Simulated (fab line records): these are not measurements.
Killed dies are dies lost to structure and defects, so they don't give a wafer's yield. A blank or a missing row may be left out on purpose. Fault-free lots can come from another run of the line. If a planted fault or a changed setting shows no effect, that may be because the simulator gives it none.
Which tool is to blame?    flow sfq line    Sampling: 14 lots, 42 wafers, 2 of 325 route steps

== WHAT THE GAUGES READ, wafer by wafer ==
SFQ_M3_RS_MEAS_919: measures by four-point-probe.
lot   measured      on             M3_NB_RS (ohm/sq)
L377  day 23 03:43  film metro-02  0.875 0.878 0.875
L378  day 23 16:58  film metro-01  0.896 0.904 0.887
L379  day 24 03:14  film metro-02  0.861 0.890 0.859
L380  day 24 15:07  film metro-02  0.872 0.913 0.900
L381  day 24 21:07  film metro-04  0.883 0.878 0.883
L382  day 25 06:40  film metro-02  0.881 0.881 0.872
L383  day 25 12:55  film metro-01  0.445 0.441 0.439
L389  day 27 00:49  film metro-01  0.440 0.443 0.442
L391  day 28 01:20  film metro-02  0.912 0.911 0.905
L392  day 28 03:43  film metro-02  0.878 0.875 0.868
L394  day 28 23:41  film metro-02  0.906 0.879 0.881
L396  day 30 02:05  film metro-04  0.881 0.911 0.900
L398  day 30 16:29  film metro-01  0.890 0.894 0.887
L399  day 30 23:40  film metro-01  0.882 0.886 0.877

== WHAT TOOL EACH LOT RAN ON (gives the tool, then ch and the chambers of the sampled wafers, and finally the start) ==
lot   SFQ_TRILAYER_M3_DEP_SPUTTER_073
L377  pvd sputter-05, day 23 03:38
L378  pvd sputter-05, day 23 16:51
L379  pvd sputter-06, day 24 03:08
L380  pvd sputter-06, day 24 14:58
L381  pvd sputter-05, day 24 20:59
L382  pvd sputter-04, day 25 06:34
L383  pvd sputter-04, day 25 12:34
L389  pvd sputter-04, day 27 00:28
L391  pvd sputter-06, day 28 01:13
L392  pvd sputter-04, day 28 03:37
L394  pvd sputter-06, day 28 23:36
L396  pvd sputter-06, day 30 01:58
L398  pvd sputter-05, day 30 16:22
L399  pvd sputter-04, day 30 23:35
- SFQ_TRILAYER_M3_DEP_SPUTTER_073: material Nb, target thk 200 nm, time 133.3 s.

== AS READ BY THE TOOLS THEMSELVES (means over the sampled wafers that have a number; for cases with no such wafer, the mark the record gives instead) ==
SFQ_TRILAYER_M3_DEP_SPUTTER_073.
lot   tool            substrate temp c (C)  throttle valve pct (%)
L377  pvd sputter-05  19.93                 30.9
L378  pvd sputter-05  19.95                 31.2
L379  pvd sputter-06  19.87                 28.6
L380  pvd sputter-06  19.99                 29.7
L381  pvd sputter-05  20.07                 30.6
L382  pvd sputter-04  19.93                 30.9
L383  pvd sputter-04  20.07                 30.6
L389  pvd sputter-04  20.00                 30.5
L391  pvd sputter-06  20.04                 29.7
L392  pvd sputter-04  20.09                 30.7
L394  pvd sputter-06  19.98                 29.2
L396  pvd sputter-06  20.02                 29.6
L398  pvd sputter-05  20.09                 30.8
L399  pvd sputter-04  20.05                 31.4

== THE ANSWER, worked out from the rows above alone ==
Rule: what is usual is taken from the lots themselves. Put in order of their means at a reading, lots are off if they are a third of the lots or fewer, leave a main group of 4 or more, and stand apart from it by a gap of 3 or more times the standard deviation of the main group's means; of several such gaps the widest counts. If all means in a main group match to the digits the tables above print for the reading, that group is not used. Also off: a lot with no number at a reading for which 4 or more lots have one. Where the step has rows for the other lots, those lots are counted as sound. First the gauges in route order, then the tools' own readings, where a lot's mean is used as printed above. At the first step where some lot is off, the reading lying furthest off is the one used; lots without a number count as furthest.
Off: L383, L389, at SFQ_M3_RS_MEAS_919 (M3_NB_RS). Mean 0.886 ohm/sq and standard deviation 0.011 in the main group.
If a tool, at a process step before that reading, ran all the lots that are off and no sound lot after the first of them, it fits. The gauges at SFQ_M3_RS_MEAS_919 are tried like those tools. Not one of the candidates tried fits.

== WHAT WAS PUT IN BY THE SIMULATOR ==
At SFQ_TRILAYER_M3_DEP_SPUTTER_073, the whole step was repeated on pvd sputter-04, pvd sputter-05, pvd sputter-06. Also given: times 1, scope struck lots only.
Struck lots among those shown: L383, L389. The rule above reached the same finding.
